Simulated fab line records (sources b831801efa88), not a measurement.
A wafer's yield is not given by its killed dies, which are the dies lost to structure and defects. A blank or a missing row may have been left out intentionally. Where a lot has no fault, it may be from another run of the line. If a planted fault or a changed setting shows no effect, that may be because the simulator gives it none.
Chamber matching | flow sky130 | SKY_VIA2_CMP_24 on cmp-01 has 4 sister chambers
The step polishes, stops on SiO2, t overpolish 20 s, target thk 0 nm. 8 wafers are shown with their chamber, then 9 later ones without.

## EACH WAFER AND ITS CHAMBER
wafer  | chamber | motor current A (A) | overpolish run s (s)
L561.3 | 3       | 12.3                | 20.000
L561.5 | 2       | 11.2                | 20.009
L564.2 | 3       | 12.6                | 19.989
L564.3 | 1       | 11.4                | 20.005
L564.6 | 0       | 10.5                | 20.004
L569.2 | 1       | 12.4                | 19.990
L569.4 | 2       | 10.8                | 20.001
L569.5 | 0       | 10.1                | 20.004

## WAFERS WHOSE CHAMBER IS MISSING
wafer  | motor current A (A) | overpolish run s (s)
L570.1 | 11.8                | 19.999
L570.2 | 10.5                | 19.999
L570.5 | 9.8                 | 20.005
L571.1 | 10.6                | 19.999
L571.3 | 10.0                | 19.994
L571.5 | 11.6                | 19.995
L573.1 | 10.6                | 19.999
L573.2 | 10.0                | 19.998
L573.3 | 11.6                | 19.997

## WHICH CHAMBER EACH WENT THROUGH
wafer  | from the rows above          | in truth
L570.1 | can't be placed: 1 or 3 or 2 | 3
L570.2 | can't be placed: 0 or 2      | 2
L570.5 | can't be placed: 0 or 2      | 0
L571.1 | can't be placed: 0 or 2      | 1
L571.3 | can't be placed: 0 or 2      | 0
L571.5 | can't be placed: 1 or 2 or 3 | 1
L573.1 | can't be placed: 0 or 2      | 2
L573.2 | can't be placed: 0 or 2      | 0
L573.3 | can't be placed: 1 or 2 or 3 | 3
Correctly placed: 0 of 9. Not placeable from these rows: 9 (in 8, the candidates include the true chamber). 0 placed wrongly.
How it was worked out, from the rows above alone: a wafer's distance from a chamber is the root of the sum, over the readings, of the square of ((its reading less the chamber's mean) divided by the reading's scatter). If the next closest chamber is less than 2 further off than the closest, the wafer can't be placed; otherwise it belongs to the closest. For every chamber, the mean is computed from those of its wafers that are shown. The scatter: take each reading less its chamber's mean, square it, sum over the shown wafers, divide by the number of wafers less the number of chambers, and take the root.
